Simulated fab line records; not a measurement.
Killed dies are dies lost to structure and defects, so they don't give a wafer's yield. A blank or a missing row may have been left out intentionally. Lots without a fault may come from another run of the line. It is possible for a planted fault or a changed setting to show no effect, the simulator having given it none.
Matching of chambers | flow sky130 | SKY_VIA4_CMP_21 on cmp-02: 4 sister chambers
The step polishes, stops on SiO2, t overpolish 25 s, target thk 0 nm. 8 wafers are shown with their chamber, then 12 later ones without.

## WAFERS, EACH WITH ITS CHAMBER
wafer  | chamber | motor current A (A)
L862.2 | 2       | 11.2
L864.4 | 1       | 10.6
L863.2 | 1       | 10.1
L867.4 | 2       | 11.0
L867.6 | 0       | 11.8
L868.3 | 3       | 12.5
L868.5 | 3       | 12.3
L868.6 | 0       | 11.8

## WAFERS WITHOUT THEIR CHAMBER
wafer  | motor current A (A)
L869.1 | 11.2
L869.3 | 11.3
L869.6 | 10.4
L870.1 | 11.8
L870.4 | 9.9
L870.5 | 11.2
L871.1 | 11.1
L871.2 | 13.3
L871.3 | 11.3
L874.1 | 10.5
L874.4 | 11.6
L874.6 | 12.0

## WHICH CHAMBER EACH WENT THROUGH
wafer  | from the rows above     | in truth
L869.1 | 2                       | 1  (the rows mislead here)
L869.3 | can't be placed: 2 or 0 | 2
L869.6 | 1                       | 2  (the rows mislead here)
L870.1 | 0                       | 0
L870.4 | 1                       | 1
L870.5 | 2                       | 2
L871.1 | 2                       | 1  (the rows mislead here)
L871.2 | 3                       | 3
L871.3 | can't be placed: 2 or 0 | 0
L874.1 | 1                       | 1
L874.4 | can't be placed: 0 or 2 | 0
L874.6 | can't be placed: 0 or 3 | 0
Correctly placed: 5 of 12. Not placeable from these rows: 4 (in 4, the candidates include the true chamber). Wrongly placed: 3.
How it was worked out, from the rows above alone: a wafer's distance from a chamber is the root of the sum, over the readings, of the square of ((its reading less the chamber's mean) divided by the reading's scatter). If the next closest chamber is less than 2 further off than the closest, the wafer can't be placed; otherwise it belongs to the closest. A chamber's mean is the mean of its shown wafers. The scatter is the square root of a quotient: the sum, over the shown wafers, of each reading's squared deviation from its chamber's mean, divided by wafers minus chambers.
